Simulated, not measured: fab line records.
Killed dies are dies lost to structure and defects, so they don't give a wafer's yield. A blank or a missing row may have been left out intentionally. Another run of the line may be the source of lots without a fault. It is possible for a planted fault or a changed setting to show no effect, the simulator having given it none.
Which tool was responsible? ; flow gf180mcu ; 33 wafers from 11 lots sampled at 6 of the route's 602 steps

== WHAT THE GAUGES SHOWED, per wafer ==
GF_M2_RS_MEAS_05: measures by four-point-probe.
lot;measured;on;M2_ALCU_RS (ohm/sq)
L901;day 18 01:34;film metro-02;0.0696 0.0690 0.0697
L902;day 18 13:28;film metro-01;0.0696 0.0671 0.0699
L903;day 18 21:02;film metro-02;0.0679 0.0679 0.0697
L904;day 19 08:14;film metro-03;0.0691 0.0703 0.0697
L905;day 19 12:43;film metro-02;0.0674 0.0683 0.0675
L910;day 21 11:58;film metro-03;0.0544 0.0551 0.0701 0.0544 0.0552 0.0700
L916;day 23 13:12;film metro-02;0.0692 0.0707 0.0705
L917;day 23 17:16;film metro-03;0.0691 0.0704 0.0696
L919;day 24 13:22;film metro-02;0.0691 0.0697 0.0706
L922;day 25 19:31;film metro-03;0.0684 0.0688 0.0688
L923;day 26 07:13;film metro-03;0.0692 0.0701 0.0699

GF_M2_THK_MEAS_06: measures by xrf.
lot;measured;on;M2_ALCU_THK (nm)
L901;day 18 01:41;film metro-02;447 452 448
L902;day 18 13:35;film metro-01;453 468 445
L903;day 18 21:10;film metro-02;461 459 448
L904;day 19 08:22;film metro-03;448 439 440
L905;day 19 12:50;film metro-02;465 459 463
L910;day 21 18:09;film metro-03;569 559 441 564 556 439
L916;day 23 13:19;film metro-02;451 444 443
L917;day 23 17:23;film metro-03;446 437 442
L919;day 24 13:29;film metro-02;452 448 442
L922;day 25 19:38;film metro-03;456 451 449
L923;day 26 07:19;film metro-03;445 438 444

== TOOL THAT RAN EACH LOT (tool first, then ch and the chambers of the sampled wafers, then the start) ==
lot;GF_V1_SPUTTER_22;GF_V1_CMP_26;GF_M2_SPUTTER_01;GF_M2_SPUTTER_02
L901;pvd sputter-01, day 18 00:43;cmp-01 ch 0,2,3, day 18 01:02;pvd sputter-01, day 18 01:26;pvd sputter-01, day 18 01:28
L902;pvd sputter-03, day 18 12:36;cmp-02 ch 1,3, day 18 12:59;pvd sputter-03, day 18 13:20;pvd sputter-03, day 18 13:22
L903;pvd sputter-03, day 18 20:11;cmp-01 ch 0,1,2, day 18 20:34;pvd sputter-02, day 18 20:55;pvd sputter-02, day 18 20:57
L904;pvd sputter-03, day 19 07:23;cmp-01 ch 1,2, day 19 07:46;pvd sputter-01, day 19 08:07;pvd sputter-01, day 19 08:09
L905;pvd sputter-03, day 19 11:51;cmp-01 ch 1,2,3, day 19 12:17;pvd sputter-03, day 19 12:35;pvd sputter-03, day 19 12:37
L910;pvd sputter-03, day 21 11:07;cmp-02 ch 0,1, day 21 11:30;pvd sputter-01, day 21 11:51;pvd sputter-01, day 21 11:53
L916;pvd sputter-03, day 23 12:20;cmp-02 ch 0,1,2, day 23 12:40;pvd sputter-01, day 23 13:04;pvd sputter-01, day 23 13:05
L917;pvd sputter-04, day 23 16:24;cmp-02 ch 0,2, day 23 16:47;pvd sputter-01, day 23 17:08;pvd sputter-01, day 23 17:10
L919;pvd sputter-03, day 24 12:31;cmp-01 ch 0,1, day 24 12:50;pvd sputter-01, day 24 13:14;pvd sputter-01, day 24 13:16
L922;pvd sputter-04, day 25 18:40;cmp-02 ch 1,2,3, day 25 18:59;pvd sputter-01, day 25 19:23;pvd sputter-01, day 25 19:25
L923;pvd sputter-01, day 26 06:19;cmp-02 ch 0,3, day 26 06:39;pvd sputter-02, day 26 07:03;pvd sputter-02, day 26 07:05
- GF_V1_SPUTTER_22: material TiN, target thk 10 nm, time 40 s.
- GF_V1_CMP_26: polishes, stops on SiO2, t overpolish 15 s, target thk 0 nm.
- GF_M2_SPUTTER_01: material TiN, target thk 30 nm, time 25 s.
- GF_M2_SPUTTER_02: material AlCu, target thk 450 nm, time 23.9 s.

== WHAT THE TOOLS THEMSELVES READ (means of the sampled wafers that have a number; where no wafer has one, the mark that the record gives instead) ==
GF_V1_SPUTTER_22.
lot;tool;throttle valve pct (%)
L901;pvd sputter-01;29.7
L902;pvd sputter-03;29.8
L903;pvd sputter-03;30.6
L904;pvd sputter-03;29.4
L905;pvd sputter-03;31.4
L910;pvd sputter-03;30.2
L916;pvd sputter-03;30.8
L917;pvd sputter-04;29.9
L919;pvd sputter-03;30.5
L922;pvd sputter-04;29.8
L923;pvd sputter-01;30.0

GF_V1_CMP_26.
lot;tool;motor current A (A);overpolish run s (s);retaining ring pressure frac;time to endpoint s (s)
L901;cmp-01;10.3;14.999;1.001;81
L902;cmp-02;10.6;15.003;0.996;86
L903;cmp-01;10.8;14.997;1.002;79
L904;cmp-01;10.7;14.999;1.005;77
L905;cmp-01;10.5;15.003;1.000;79
L910;cmp-02;11.5;15.006;1.000;81
L916;cmp-02;10.9;14.991;1.001;86
L917;cmp-02;10.3;15.005;0.998;92
L919;cmp-01;11.1;15.000;1.002;80
L922;cmp-02;10.5;15.001;0.999;89
L923;cmp-02;11.3;14.999;0.996;86

GF_M2_SPUTTER_01.
lot;tool;throttle valve pct (%)
L901;pvd sputter-01;29.8
L902;pvd sputter-03;28.9
L903;pvd sputter-02;30.1
L904;pvd sputter-01;30.2
L905;pvd sputter-03;30.2
L910;pvd sputter-01;29.4
L916;pvd sputter-01;29.6
L917;pvd sputter-01;29.4
L919;pvd sputter-01;29.8
L922;pvd sputter-01;29.6
L923;pvd sputter-02;30.5

GF_M2_SPUTTER_02.
lot;tool;throttle valve pct (%)
L901;pvd sputter-01;29.8
L902;pvd sputter-03;28.7
L903;pvd sputter-02;30.2
L904;pvd sputter-01;30.1
L905;pvd sputter-03;30.1
L910;pvd sputter-01;29.4
L916;pvd sputter-01;29.5
L917;pvd sputter-01;29.3
L919;pvd sputter-01;29.8
L922;pvd sputter-01;29.6
L923;pvd sputter-02;30.7

== THE ANSWER, worked out from the rows above alone ==
Rule: the lots themselves supply what counts as usual. The widest of any qualifying gaps counts: lots, ordered by their means at a reading, are off when they make up no more than a third of the lots, leave a main group of 4 or more, and stand apart from it by 3 or more times the standard deviation of that group's means. The tables above print the reading to a certain number of digits; a main group whose means all agree to those digits is not used. A lot without any number at a reading at which 4 lots or more have one is off too. All remaining lots with rows at the step are treated as sound. First the gauges in route order, then the tools' own readings, where a lot's mean is used as printed above. The first step at which some lot is off is used, and at that step the reading that is off furthest; a lot without a number counts as furthest.
Off: at GF_M2_RS_MEAS_05 (M2_ALCU_RS), L910. The main group has a mean of 0.0692 ohm/sq with a standard deviation of 0.00071.
If a tool, at a process step before that reading, ran all the lots that are off and no sound lot after the first of them, it fits. Gauges at GF_M2_RS_MEAS_05: tried the same way as those tools. Of those tried, none fits.

== WHAT THE SIMULATOR HAD INSERTED ==
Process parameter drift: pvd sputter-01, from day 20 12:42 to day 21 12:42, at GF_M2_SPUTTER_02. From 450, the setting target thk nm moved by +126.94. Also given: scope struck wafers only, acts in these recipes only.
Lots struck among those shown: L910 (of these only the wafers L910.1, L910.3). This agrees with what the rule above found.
